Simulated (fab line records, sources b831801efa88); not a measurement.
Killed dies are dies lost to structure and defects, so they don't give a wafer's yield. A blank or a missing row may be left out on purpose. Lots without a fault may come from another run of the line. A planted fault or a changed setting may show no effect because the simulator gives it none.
Which tool did it? | flow gf180mcu | 14 lots, 42 wafers sampled, at 6 steps of a route of 602

WHAT THE GAUGES READ, wafer by wafer
GF_STI_BOW_MEAS_00. Usual: INCOMING_BOW -1 um, standard deviation 6.8.
lot  | measured    | on            | INCOMING_BOW (um) | flag
L746 | day 1 10:00 | film_metro-01 | -1 -9 0           |
L747 | day 1 15:00 | film_metro-03 | -5 -3 7           |
L748 | day 1 20:02 | film_metro-01 | -1 1 1            |
L752 | day 2 16:02 | film_metro-04 | 5 4 5             |
L753 | day 2 21:00 | film_metro-01 | 8 6 -6            |
L758 | day 3 22:02 | film_metro-04 | 0 -12 5           |
L760 | day 4 08:02 | film_metro-01 | -4 13 -3          |
L761 | day 4 13:00 | film_metro-03 | -2 -2 7           |
L762 | day 4 18:00 | film_metro-01 | -8 -4 0           |
L763 | day 4 23:02 | film_metro-04 | -9 -6 13          |
L765 | day 5 09:01 | film_metro-03 | -11 17 4          |
L766 | day 5 14:00 | film_metro-03 | -13 -7 -2         |
L767 | day 5 19:01 | film_metro-03 | 5 5 4             |
L769 | day 6 05:00 | film_metro-03 | -4 -5 -7          |

GF_NWELL_TW_MEAS_11. Usual: NWELL_TW 1567, standard deviation 11.
lot  | measured    | on            | NWELL_TW       | flag
L746 | day 3 10:22 | film_metro-01 | 1575 1578 1574 |
L747 | day 3 13:08 | film_metro-01 | 1577 1572 1566 |
L748 | day 3 17:44 | film_metro-04 | 1570 1570 1571 |
L752 | day 4 17:11 | film_metro-04 | 30 30 30       | OFF
L753 | day 4 21:55 | film_metro-02 | 30 30 30       | OFF
L758 | day 6 02:56 | film_metro-04 | 1558 1556 1551 |
L760 | day 6 12:34 | film_metro-01 | 1581 1589 1584 |
L761 | day 6 20:04 | film_metro-01 | 1578 1586 1587 |
L762 | day 6 22:35 | film_metro-01 | 1583 1590 1589 |
L763 | day 7 06:02 | film_metro-01 | 1565 1581 1564 |
L765 | day 7 16:23 | film_metro-02 | 1557 1554 1551 |
L766 | day 7 21:26 | film_metro-01 | 1574 1580 1574 |
L767 | day 8 01:59 | film_metro-01 | 1576 1572 1572 |
L769 | day 8 13:11 | film_metro-04 | 1564 1559 1562 |

GF_VT_IMPLANT_RS_MEAS_49: measures by four-point-probe. Usual: MVPSD_RS 1168 ohm/sq, standard deviation 3.6.
lot  | measured     | on            | MVPSD_RS (ohm/sq) | flag
L746 | day 7 17:04  | film_metro-04 | 1166 1169 1169    |
L747 | day 7 21:31  | film_metro-02 | 1169 1169 1168    |
L748 | day 8 02:05  | film_metro-02 | 1171 1171 1171    |
L752 | day 9 08:27  | film_metro-02 | 1174 1176 1175    |
L753 | day 9 12:53  | film_metro-02 | 1173 1175 1173    |
L758 | day 10 21:53 | film_metro-04 | 1163 1168 1167    |
L760 | day 11 11:33 | film_metro-02 | 1165 1170 1169    |
L761 | day 11 22:32 | film_metro-02 | 1173 1172 1172    |
L762 | day 11 23:53 | film_metro-02 | 1167 1166 1170    |
L763 | day 12 10:07 | film_metro-02 | 1169 1169 1169    |
L765 | day 12 20:28 | film_metro-01 | 1162 1164 1166    |
L766 | day 13 04:43 | film_metro-02 | 1168 1165 1169    |
L767 | day 13 07:07 | film_metro-04 | 1164 1163 1163    |
L769 | day 13 22:27 | film_metro-04 | 1163 1160 1164    |

GF_HV_LDD_OVL_MEAS_20. Usual: HV_LDD_01_OVL -1.5 nm, standard deviation 1.4.
lot  | measured     | on         | HV_LDD_01_OVL (nm) | flag
L746 | day 10 23:43 | overlay-01 | -1.5 -3.3 -1.3     |
L747 | day 11 07:09 | overlay-02 | -3.6 -3.2 -4.0     |
L748 | day 11 06:57 | overlay-02 | -0.8 -1.8 0.2      |
L752 | day 13 02:13 | overlay-02 | -0.2 -1.3 1.2      |
L753 | day 13 00:49 | overlay-02 | -2.6 -1.2 -2.6     |
L758 | day 14 13:02 | overlay-02 | 0.0 -1.9 -1.8      |
L760 | day 15 01:17 | overlay-01 | -3.1 -1.3 -0.2     |
L761 | day 15 15:27 | overlay-01 | -1.0 -1.2 1.7      |
L762 | day 15 21:42 | overlay-01 | -0.6 -0.7 -0.8     |
L763 | day 16 06:38 | overlay-01 | -2.3 -3.4 -1.3     |
L765 | day 16 16:31 | overlay-01 | -2.9 -1.0 -2.8     |
L766 | day 17 02:51 | overlay-01 | -1.6 -1.5 -0.2     |
L767 | day 17 06:16 | overlay-01 | -2.6 -2.7 -2.3     |
L769 | day 17 22:42 | overlay-01 | -1.9 -1.1 -1.1     |

WHICH TOOL RAN EACH LOT (tool, then ch and the chambers of the sampled wafers, then the start)
lot  | GF_DNWELL_STRIP_08                  | GF_NWELL_STRIP_10
L746 | plasma_asher-02 ch 0,1, day 2 20:20 | plasma_asher-04 ch 0, day 3 10:16
L747 | plasma_asher-01 ch 0,1, day 3 00:03 | plasma_asher-03 ch 0,1, day 3 13:02
L748 | plasma_asher-03 ch 0,1, day 3 04:35 | plasma_asher-02 ch 0,1, day 3 17:39
L752 | plasma_asher-01 ch 0,1, day 4 03:17 | plasma_asher-03 ch 0,1, day 4 17:06
L753 | plasma_asher-03 ch 0,1, day 4 07:53 | plasma_asher-04 ch 0,1, day 4 21:49
L758 | plasma_asher-01 ch 0,1, day 5 11:43 | plasma_asher-03 ch 0,1, day 6 02:51
L760 | plasma_asher-01 ch 0,1, day 5 21:04 | plasma_asher-04 ch 0,1, day 6 12:28
L761 | plasma_asher-03 ch 0,1, day 6 04:27 | plasma_asher-02 ch 1, day 6 19:58
L762 | plasma_asher-03 ch 0,1, day 6 06:51 | plasma_asher-04 ch 0,1, day 6 22:29
L763 | plasma_asher-01 ch 0,1, day 6 13:32 | plasma_asher-04 ch 0,1, day 7 05:57
L765 | plasma_asher-03 ch 0,1, day 6 23:30 | plasma_asher-02 ch 0, day 7 16:14
L766 | plasma_asher-02 ch 0, day 7 04:47   | plasma_asher-03 ch 0, day 7 21:20
L767 | plasma_asher-02 ch 0,1, day 7 09:24 | plasma_asher-02 ch 0, day 8 01:52
L769 | plasma_asher-03 ch 0,1, day 7 19:54 | plasma_asher-02 ch 0,1, day 8 13:05
- GF_DNWELL_STRIP_08: strips in O2/N2.
- GF_NWELL_STRIP_10: strips in O2/N2.

WHAT THE TOOLS THEMSELVES READ (means of the sampled wafers that have a number; where no wafer has one, the mark that the record gives instead)
GF_DNWELL_STRIP_08. Usual: chamber_pressure_mTorr 1500.0 mTorr, standard deviation 1.2; drypump_motor_current_A 5.8 A, standard deviation 0.4; heater_power_w 342 W, standard deviation 32; oes_product_au 0.723 a.u., standard deviation 0.0041; strip_time_to_endpoint_s 37.04 s, standard deviation 0.1.
lot  | tool            | chamber_pressure_mTorr (mTorr) | drypump_motor_current_A (A) | heater_power_w (W) | oes_product_au (a.u.) | strip_time_to_endpoint_s (s) | flag
L746 | plasma_asher-02 | 1500.4                         | 5.5                         | 309                | 0.723                 | 36.98                        |
L747 | plasma_asher-01 | 1500.9                         | 6.1                         | 390                | 0.723                 | 37.08                        |
L748 | plasma_asher-03 | 1500.4                         | 5.6                         | 326                | 0.723                 | 36.94                        |
L752 | plasma_asher-01 | -                              | -                           | -                  | -                     | -                            | OFF
L753 | plasma_asher-03 | -                              | -                           | -                  | -                     | -                            | OFF
L758 | plasma_asher-01 | 1498.7                         | 6.1                         | 385                | 0.727                 | 37.13                        |
L760 | plasma_asher-01 | 1501.3                         | 6.3                         | 367                | 0.724                 | 37.10                        |
L761 | plasma_asher-03 | 1499.7                         | 5.8                         | 334                | 0.724                 | 37.11                        |
L762 | plasma_asher-03 | 1499.6                         | 5.7                         | 330                | 0.724                 | 37.14                        |
L763 | plasma_asher-01 | 1500.7                         | 6.3                         | 363                | 0.722                 | 37.09                        |
L765 | plasma_asher-03 | 1500.0                         | 5.8                         | 340                | 0.723                 | 37.00                        |
L766 | plasma_asher-02 | 1499.8                         | 5.2                         | 328                | 0.723                 | 37.03                        |
L767 | plasma_asher-02 | 1500.1                         | 5.4                         | 324                | 0.722                 | 37.02                        |
L769 | plasma_asher-03 | 1499.4                         | 5.8                         | 341                | 0.721                 | 37.28                        |

GF_NWELL_STRIP_10. Usual: chamber_pressure_mTorr 1499.9 mTorr, standard deviation 1.3; drypump_motor_current_A 5.6 A, standard deviation 0.51; heater_power_w 324 W, standard deviation 14; oes_product_au 0.723 a.u., standard deviation 0.0048; strip_time_to_endpoint_s 37.02 s, standard deviation 0.12.
lot  | tool            | chamber_pressure_mTorr (mTorr) | drypump_motor_current_A (A) | heater_power_w (W) | oes_product_au (a.u.) | strip_time_to_endpoint_s (s) | flag
L746 | plasma_asher-04 | 1500.4                         | 6.1                         | 331                | 0.726                 | 36.94                        |
L747 | plasma_asher-03 | 1499.2                         | 5.7                         | 320                | 0.722                 | 37.00                        |
L748 | plasma_asher-02 | 1499.1                         | 5.7                         | 308                | 0.720                 | 36.88                        |
L752 | plasma_asher-03 | 1498.5                         | 5.8                         | 340                | 0.745                 | 81.29                        | OFF
L753 | plasma_asher-04 | 1500.7                         | 5.3                         | 320                | 0.741                 | 81.21                        | OFF
L758 | plasma_asher-03 | 1499.5                         | 5.7                         | 327                | 0.725                 | 37.25                        |
L760 | plasma_asher-04 | 1499.2                         | 5.7                         | 328                | 0.725                 | 37.10                        |
L761 | plasma_asher-02 | 1499.2                         | 5.9                         | 313                | 0.724                 | 37.00                        |
L762 | plasma_asher-04 | 1498.5                         | 5.7                         | 332                | 0.726                 | 37.14                        |
L763 | plasma_asher-04 | 1500.6                         | 5.3                         | 323                | 0.721                 | 37.15                        |
L765 | plasma_asher-02 | 1500.1                         | 5.2                         | 328                | 0.721                 | 36.99                        |
L766 | plasma_asher-03 | 1499.7                         | 6.0                         | 348                | 0.723                 | 37.10                        |
L767 | plasma_asher-02 | 1501.4                         | 5.2                         | 325                | 0.718                 | 36.89                        |
L769 | plasma_asher-02 | 1500.6                         | 5.4                         | 317                | 0.720                 | 37.11                        |

THE ANSWER, worked out from the rows above alone
Rule: a lot is off if the mean of its wafers that have a number lies more than 3 standard deviations from the usual mean. A lot without any number at a reading at which 4 lots or more have one is off too. The other lots that the step has rows for count as sound. The gauges are gone through in route order, then the tools' own readings, and for those a lot's mean is taken as printed above. The first step at which some lot is off is used, and at that step the reading that is off furthest; a lot without a number counts as furthest.
Off: L752, L753, at GF_NWELL_TW_MEAS_11 (NWELL_TW).
A tool fits if, at a process step before that reading, it ran every lot that is off, and no sound lot after the first of them. The gauges at GF_NWELL_TW_MEAS_11 aren't tried: what is off there is off at GF_DNWELL_STRIP_08 too, on other tools, and a gauge's error can't cause that. None of those tried fits.

WHAT THE SIMULATOR HAD PUT IN
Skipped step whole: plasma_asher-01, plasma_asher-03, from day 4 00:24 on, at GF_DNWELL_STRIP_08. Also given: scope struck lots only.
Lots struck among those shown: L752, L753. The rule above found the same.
